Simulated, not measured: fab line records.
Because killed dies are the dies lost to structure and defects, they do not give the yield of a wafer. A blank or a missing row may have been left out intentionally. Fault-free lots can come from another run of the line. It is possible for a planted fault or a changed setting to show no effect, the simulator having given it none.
Chamber matching / flow sky130 / rie-diel-01 running SKY_VIA1_ETCH_15: 4 sister chambers
The step etches SiO2 in C4F8/O2/Ar, stops on TiN, target depth 351 nm, time 54 s. 4 wafers are shown with their chamber, then 7 later ones without.

== WAFERS PAIRED WITH THEIR CHAMBERS ==
wafer=L891.4; chamber=1; oes-product-au (a.u.)=0.987
wafer=L891.5; chamber=0; oes-product-au (a.u.)=0.983
wafer=L894.1; chamber=3; oes-product-au (a.u.)=0.981
wafer=L894.3; chamber=2; oes-product-au (a.u.)=0.973

== WAFERS WHOSE CHAMBER IS MISSING ==
wafer=L894.6; oes-product-au (a.u.)=0.981
wafer=L897.3; oes-product-au (a.u.)=0.984
wafer=L897.5; oes-product-au (a.u.)=0.982
wafer=L897.6; oes-product-au (a.u.)=0.983
wafer=L909.1; oes-product-au (a.u.)=0.978
wafer=L909.2; oes-product-au (a.u.)=0.978
wafer=L909.6; oes-product-au (a.u.)=0.979

== THE CHAMBER EACH PASSED THROUGH ==
wafer=L894.6; from the rows above=can't be placed: 3 or 0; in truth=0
wafer=L897.3; from the rows above=can't be placed: 0 or 1 or 3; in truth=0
wafer=L897.5; from the rows above=can't be placed: 0 or 3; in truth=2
wafer=L897.6; from the rows above=can't be placed: 0 or 3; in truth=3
wafer=L909.1; from the rows above=can't be placed: 3 or 0 or 2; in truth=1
wafer=L909.2; from the rows above=can't be placed: 3 or 0 or 2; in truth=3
wafer=L909.6; from the rows above=can't be placed: 3 or 0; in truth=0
Correct placement for 0 of the 7. From these rows, 7 cannot be placed; in 5 the true chamber is one of the candidates. Placed wrongly: 0.
How it was worked out, from the rows above alone: a wafer's distance from a chamber is the root of the sum, over the readings, of the square of ((its reading less the chamber's mean) divided by the reading's scatter). The wafer belongs to the nearest chamber; if the next one is less than 2 further off, it can't be placed. A chamber's mean is the mean of its shown wafers. The scatter: with one shown wafer a chamber, the root of the mean of the squares of how far each hidden wafer lies from its nearest shown one.
